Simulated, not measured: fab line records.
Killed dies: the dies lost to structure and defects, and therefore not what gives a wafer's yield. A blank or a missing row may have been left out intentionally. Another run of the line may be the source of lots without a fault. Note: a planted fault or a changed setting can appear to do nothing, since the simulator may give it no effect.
Which tool was responsible? :: flow sky130 :: 11 lots, 33 wafers sampled, at 6 steps of a route of 708

WHAT THE GAUGES READ, wafer by wafer
SKY_NWELL_THK_MEAS_02. Usual: for NWELL_OXIDATION_THK the level is 10.05 nm and the standard deviation is 0.19.
lot: L804
measured: day 2 13:40
on: film-metro-03
NWELL_OXIDATION_THK (nm): 10.42 10.38 10.23
flag: 

lot: L806
measured: day 3 01:51
on: film-metro-04
NWELL_OXIDATION_THK (nm): 9.84 9.95 10.15
flag: 

lot: L807
measured: day 3 05:11
on: film-metro-04
NWELL_OXIDATION_THK (nm): 9.97 10.03 9.87
flag: 

lot: L809
measured: day 3 14:03
on: film-metro-04
NWELL_OXIDATION_THK (nm): 9.89 9.88 10.03
flag: 

lot: L813
measured: day 4 11:40
on: film-metro-03
NWELL_OXIDATION_THK (nm): 10.07 10.13 10.11
flag: 

lot: L814
measured: day 4 17:02
on: film-metro-04
NWELL_OXIDATION_THK (nm): 10.21 10.03 10.14
flag: 

lot: L822
measured: day 6 08:41
on: film-metro-02
NWELL_OXIDATION_THK (nm): 9.98 9.92 9.97
flag: 

lot: L823
measured: day 6 17:20
on: film-metro-02
NWELL_OXIDATION_THK (nm): 9.77 9.71 9.75
flag: 

lot: L824
measured: day 6 23:26
on: film-metro-04
NWELL_OXIDATION_THK (nm): 10.09 10.32 10.16
flag: 

lot: L826
measured: day 7 07:49
on: film-metro-02
NWELL_OXIDATION_THK (nm): 10.24 10.18 10.30
flag: 

lot: L827
measured: day 7 12:53
on: film-metro-02
NWELL_OXIDATION_THK (nm): 10.16 10.13 10.18
flag: 

SKY_VT_ADJUST_PCH_TW_MEAS_10. Usual: for VT_ADJUST_PCH_TW the level is 142.2 and the standard deviation is 1.3.
lot: L804
measured: day 10 09:21
on: film-metro-01
VT_ADJUST_PCH_TW: 143.1 143.3 143.5
flag: 

lot: L806
measured: day 11 03:14
on: film-metro-01
VT_ADJUST_PCH_TW: 143.1 142.9 143.3
flag: 

lot: L807
measured: day 11 10:17
on: film-metro-04
VT_ADJUST_PCH_TW: 141.9 142.7 143.0
flag: 

lot: L809
measured: day 11 22:05
on: film-metro-02
VT_ADJUST_PCH_TW: 140.2 140.9 141.0
flag: 

lot: L813
measured: day 13 05:28
on: film-metro-02
VT_ADJUST_PCH_TW: 141.3 141.2 141.2
flag: 

lot: L814
measured: day 13 12:41
on: film-metro-02
VT_ADJUST_PCH_TW: 140.8 141.2 141.6
flag: 

lot: L822
measured: day 15 23:37
on: film-metro-04
VT_ADJUST_PCH_TW: 142.9 142.0 142.1
flag: 

lot: L823
measured: day 16 10:50
on: film-metro-01
VT_ADJUST_PCH_TW: 143.1 143.0 142.6
flag: 

lot: L824
measured: day 16 20:16
on: film-metro-04
VT_ADJUST_PCH_TW: 142.9 142.5 142.1
flag: 

lot: L826
measured: day 17 09:37
on: film-metro-02
VT_ADJUST_PCH_TW: 139.3 139.6 140.2
flag: 

lot: L827
measured: day 17 14:35
on: film-metro-04
VT_ADJUST_PCH_TW: 142.5 142.4 142.8
flag: 

SKY_POLY_GATE_THK_MEAS_01. Usual: for POLY_GATE_CVD_00_THK the level is 180.2 nm and the standard deviation is 1.5.
lot: L804
measured: day 13 21:59
on: film-metro-04
POLY_GATE_CVD_00_THK (nm): 180.4 178.7 180.2
flag: 

lot: L806
measured: day 14 18:51
on: film-metro-04
POLY_GATE_CVD_00_THK (nm): 179.1 176.9 179.5
flag: 

lot: L807
measured: day 15 03:11
on: film-metro-02
POLY_GATE_CVD_00_THK (nm): 181.0 179.5 181.0
flag: 

lot: L809
measured: day 15 23:30
on: film-metro-02
POLY_GATE_CVD_00_THK (nm): 179.2 178.9 180.2
flag: 

lot: L813
measured: day 17 07:27
on: film-metro-01
POLY_GATE_CVD_00_THK (nm): 116.8 118.3 117.5
flag: OFF

lot: L814
measured: day 17 12:01
on: film-metro-04
POLY_GATE_CVD_00_THK (nm): 118.2 118.1 116.8
flag: OFF

lot: L822
measured: day 20 10:33
on: film-metro-04
POLY_GATE_CVD_00_THK (nm): 181.1 181.9 180.7
flag: 

lot: L823
measured: day 20 19:50
on: film-metro-01
POLY_GATE_CVD_00_THK (nm): 180.6 180.7 178.4
flag: 

lot: L824
measured: day 21 01:01
on: film-metro-04
POLY_GATE_CVD_00_THK (nm): 181.2 182.5 182.8
flag: 

lot: L826
measured: day 21 20:50
on: film-metro-02
POLY_GATE_CVD_00_THK (nm): 181.7 183.5 182.9
flag: 

lot: L827
measured: day 21 19:36
on: film-metro-02
POLY_GATE_CVD_00_THK (nm): 180.4 180.4 179.8
flag: 

SKY_POLY_GATE_CD_MEAS_22. Usual: cd-nm at 149.3 nm, with a standard deviation of 2.7.
lot: L804
measured: day 16 20:49
on: cd-sem-02
cd-nm (nm): 144.2 152.4 151.9
flag: 

lot: L806
measured: day 17 09:53
on: cd-sem-02
cd-nm (nm): 149.5 153.3 149.8
flag: 

lot: L807
measured: day 17 14:48
on: cd-sem-02
cd-nm (nm): 147.2 148.5 155.5
flag: 

lot: L809
measured: day 18 21:46
on: cd-sem-02
cd-nm (nm): 146.9 148.8 152.6
flag: 

lot: L813
measured: day 20 01:33
on: cd-sem-01
cd-nm (nm): 151.4 145.1 144.4
flag: 

lot: L814
measured: day 20 03:13
on: cd-sem-02
cd-nm (nm): 153.1 151.6 148.9
flag: 

lot: L822
measured: day 23 02:59
on: cd-sem-01
cd-nm (nm): 145.1 144.0 147.5
flag: 

lot: L823
measured: day 23 12:17
on: cd-sem-01
cd-nm (nm): 148.6 149.4 150.9
flag: 

lot: L824
measured: day 23 17:22
on: cd-sem-01
cd-nm (nm): 150.7 148.6 154.7
flag: 

lot: L826
measured: day 24 12:41
on: cd-sem-02
cd-nm (nm): 148.5 152.6 149.2
flag: 

lot: L827
measured: day 24 11:26
on: cd-sem-01
cd-nm (nm): 148.3 149.5 148.4
flag: 

WHICH TOOL RAN EACH LOT (tool, then ch and the chambers of the sampled wafers, then the start)
lot: L804
SKY_POLY_GATE_CVD_00: lpcvd-01 ch 0, day 13 20:46
SKY_POLY_GATE_ETCH_17: rie-si-01 ch 0,3, day 16 18:39

lot: L806
SKY_POLY_GATE_CVD_00: lpcvd-01 ch 0, day 14 17:37
SKY_POLY_GATE_ETCH_17: rie-si-01 ch 1,2, day 17 06:27

lot: L807
SKY_POLY_GATE_CVD_00: lpcvd-01 ch 0, day 15 01:59
SKY_POLY_GATE_ETCH_17: rie-si-01 ch 1,2,3, day 17 13:17

lot: L809
SKY_POLY_GATE_CVD_00: lpcvd-01 ch 1, day 15 22:18
SKY_POLY_GATE_ETCH_17: rie-si-02 ch 1,2, day 18 12:01

lot: L813
SKY_POLY_GATE_CVD_00: lpcvd-01 ch 1, day 17 06:15
SKY_POLY_GATE_ETCH_17: rie-si-02 ch 1,3, day 19 23:59

lot: L814
SKY_POLY_GATE_CVD_00: lpcvd-01 ch 1, day 17 10:48
SKY_POLY_GATE_ETCH_17: rie-si-01 ch 0,1,3, day 20 01:38

lot: L822
SKY_POLY_GATE_CVD_00: lpcvd-01 ch 0, day 20 09:21
SKY_POLY_GATE_ETCH_17: rie-si-01 ch 1,3, day 23 01:26

lot: L823
SKY_POLY_GATE_CVD_00: lpcvd-01 ch 1, day 20 18:37
SKY_POLY_GATE_ETCH_17: rie-si-01 ch 0,2,3, day 23 10:43

lot: L824
SKY_POLY_GATE_CVD_00: lpcvd-01 ch 1, day 20 23:49
SKY_POLY_GATE_ETCH_17: rie-si-02 ch 0,1,3, day 23 15:22

lot: L826
SKY_POLY_GATE_CVD_00: lpcvd-01 ch 0, day 21 19:38
SKY_POLY_GATE_ETCH_17: rie-si-01 ch 0,1, day 24 11:08

lot: L827
SKY_POLY_GATE_CVD_00: lpcvd-01 ch 1, day 21 18:23
SKY_POLY_GATE_ETCH_17: rie-si-02 ch 2,3, day 24 09:53
- SKY_POLY_GATE_CVD_00: deposits poly-Si, target thk 180 nm, time 720 s.
- SKY_POLY_GATE_ETCH_17: etches poly-Si in HBr/Cl2, stops on SiO2, target depth 180 nm, time 70.5 s.

AS READ BY THE TOOLS THEMSELVES (means over the sampled wafers that have a number; for cases with no such wafer, the mark the record gives instead)
SKY_POLY_GATE_CVD_00. Usual: spike-tc-bottom-C 639.6 C, standard deviation 1.1; spike-tc-centre-C 619.4 C, standard deviation 0.92; spike-tc-lower-C 619.6 C, standard deviation 1.3; spike-tc-top-C 638.4 C, standard deviation 1.1; spike-tc-upper-C 619.8 C, standard deviation 1; susceptor-temp-C 619.98 C, standard deviation 0.27; zone-power-top-pct 20.32 %, standard deviation 0.2; zone-power-upper-pct 9.5 %, standard deviation 0.38.
lot: L804
tool: lpcvd-01
spike-tc-bottom-C (C): 641.1
spike-tc-centre-C (C): 620.3
spike-tc-lower-C (C): 618.5
spike-tc-top-C (C): 637.4
spike-tc-upper-C (C): 619.3
susceptor-temp-C (C): 619.67
zone-power-top-pct (%): 20.38
zone-power-upper-pct (%): 9.1
flag: 

lot: L806
tool: lpcvd-01
spike-tc-bottom-C (C): 639.3
spike-tc-centre-C (C): 619.3
spike-tc-lower-C (C): 618.8
spike-tc-top-C (C): 638.6
spike-tc-upper-C (C): 618.9
susceptor-temp-C (C): 619.78
zone-power-top-pct (%): 20.43
zone-power-upper-pct (%): 9.1
flag: 

lot: L807
tool: lpcvd-01
spike-tc-bottom-C (C): 640.3
spike-tc-centre-C (C): 619.4
spike-tc-lower-C (C): 618.1
spike-tc-top-C (C): 637.9
spike-tc-upper-C (C): 620.4
susceptor-temp-C (C): 619.96
zone-power-top-pct (%): 20.33
zone-power-upper-pct (%): 9.0
flag: 

lot: L809
tool: lpcvd-01
spike-tc-bottom-C (C): 638.0
spike-tc-centre-C (C): 618.6
spike-tc-lower-C (C): 620.9
spike-tc-top-C (C): 639.1
spike-tc-upper-C (C): 619.0
susceptor-temp-C (C): 619.96
zone-power-top-pct (%): 20.22
zone-power-upper-pct (%): 9.8
flag: 

lot: L813
tool: lpcvd-01
spike-tc-bottom-C (C): 621.9
spike-tc-centre-C (C): 601.5
spike-tc-lower-C (C): 602.0
spike-tc-top-C (C): 619.9
spike-tc-upper-C (C): 602.2
susceptor-temp-C (C): 601.63
zone-power-top-pct (%): 19.36
zone-power-upper-pct (%): 9.3
flag: OFF

lot: L814
tool: lpcvd-01
spike-tc-bottom-C (C): 621.0
spike-tc-centre-C (C): 600.7
spike-tc-lower-C (C): 602.7
spike-tc-top-C (C): 621.4
spike-tc-upper-C (C): 602.1
susceptor-temp-C (C): 601.24
zone-power-top-pct (%): 19.41
zone-power-upper-pct (%): 9.4
flag: OFF

lot: L822
tool: lpcvd-01
spike-tc-bottom-C (C): 640.2
spike-tc-centre-C (C): 620.1
spike-tc-lower-C (C): 618.8
spike-tc-top-C (C): 637.7
spike-tc-upper-C (C): 619.3
susceptor-temp-C (C): 619.99
zone-power-top-pct (%): 20.27
zone-power-upper-pct (%): 9.3
flag: 

lot: L823
tool: lpcvd-01
spike-tc-bottom-C (C): 639.4
spike-tc-centre-C (C): 618.5
spike-tc-lower-C (C): 619.5
spike-tc-top-C (C): 638.4
spike-tc-upper-C (C): 619.4
susceptor-temp-C (C): 620.05
zone-power-top-pct (%): 20.41
zone-power-upper-pct (%): 9.9
flag: 

lot: L824
tool: lpcvd-01
spike-tc-bottom-C (C): 639.3
spike-tc-centre-C (C): 619.4
spike-tc-lower-C (C): 620.2
spike-tc-top-C (C): 638.7
spike-tc-upper-C (C): 620.6
susceptor-temp-C (C): 620.06
zone-power-top-pct (%): 20.30
zone-power-upper-pct (%): 9.9
flag: 

lot: L826
tool: lpcvd-01
spike-tc-bottom-C (C): 640.6
spike-tc-centre-C (C): 619.3
spike-tc-lower-C (C): 619.2
spike-tc-top-C (C): 639.0
spike-tc-upper-C (C): 619.5
susceptor-temp-C (C): 620.09
zone-power-top-pct (%): 20.24
zone-power-upper-pct (%): 9.1
flag: 

lot: L827
tool: lpcvd-01
spike-tc-bottom-C (C): 638.7
spike-tc-centre-C (C): 618.6
spike-tc-lower-C (C): 620.1
spike-tc-top-C (C): 639.2
spike-tc-upper-C (C): 619.4
susceptor-temp-C (C): 620.11
zone-power-top-pct (%): 20.44
zone-power-upper-pct (%): 9.9
flag: 

SKY_POLY_GATE_ETCH_17. Usual: drypump-motor-current-A 6.0 A, standard deviation 0.43; oes-product-au 0.985 a.u., standard deviation 0.0098; throttle-valve-pct 33.683 %, standard deviation 0.0086.
lot: L804
tool: rie-si-01
drypump-motor-current-A (A): 5.9
oes-product-au (a.u.): 0.972
throttle-valve-pct (%): 33.681
flag: 

lot: L806
tool: rie-si-01
drypump-motor-current-A (A): 5.4
oes-product-au (a.u.): 0.984
throttle-valve-pct (%): 33.674
flag: 

lot: L807
tool: rie-si-01
drypump-motor-current-A (A): 5.7
oes-product-au (a.u.): 0.985
throttle-valve-pct (%): 33.687
flag: 

lot: L809
tool: rie-si-02
drypump-motor-current-A (A): 6.0
oes-product-au (a.u.): 0.983
throttle-valve-pct (%): 33.686
flag: 

lot: L813
tool: rie-si-02
drypump-motor-current-A (A): 6.2
oes-product-au (a.u.): 0.746
throttle-valve-pct (%): 33.687
flag: OFF

lot: L814
tool: rie-si-01
drypump-motor-current-A (A): 5.6
oes-product-au (a.u.): 0.744
throttle-valve-pct (%): 33.688
flag: OFF

lot: L822
tool: rie-si-01
drypump-motor-current-A (A): 5.7
oes-product-au (a.u.): 0.978
throttle-valve-pct (%): 33.678
flag: 

lot: L823
tool: rie-si-01
drypump-motor-current-A (A): 5.9
oes-product-au (a.u.): 0.976
throttle-valve-pct (%): 33.683
flag: 

lot: L824
tool: rie-si-02
drypump-motor-current-A (A): 6.4
oes-product-au (a.u.): 1.000
throttle-valve-pct (%): 33.683
flag: 

lot: L826
tool: rie-si-01
drypump-motor-current-A (A): 5.5
oes-product-au (a.u.): 0.997
throttle-valve-pct (%): 33.677
flag: 

lot: L827
tool: rie-si-02
drypump-motor-current-A (A): 6.1
oes-product-au (a.u.): 0.990
throttle-valve-pct (%): 33.690
flag: 

THE ANSWER, worked out from the rows above alone
Rule: take the mean of a lot's wafers that have a number; if it is more than 3 standard deviations from the usual mean, the lot is off. Also off: a lot with no number at a reading for which 4 or more lots have one. Any other lot the step has rows for is counted as sound. First the gauges in route order, then the tools' own readings, where a lot's mean is used as printed above. At the first step where some lot is off, the reading lying furthest off is the one used; lots without a number count as furthest.
Off: L813, L814, at SKY_POLY_GATE_THK_MEAS_01 (POLY_GATE_CVD_00_THK).
A tool fits if, at a process step before that reading, it ran every lot that is off, and no sound lot after the first of them. The gauges at SKY_POLY_GATE_THK_MEAS_01 aren't tried: what is off there is off at SKY_POLY_GATE_CVD_00 too, on other tools, and a gauge's error can't cause that. Of those tried, none fits.

WHAT HAD BEEN PUT IN BY THE SIMULATOR
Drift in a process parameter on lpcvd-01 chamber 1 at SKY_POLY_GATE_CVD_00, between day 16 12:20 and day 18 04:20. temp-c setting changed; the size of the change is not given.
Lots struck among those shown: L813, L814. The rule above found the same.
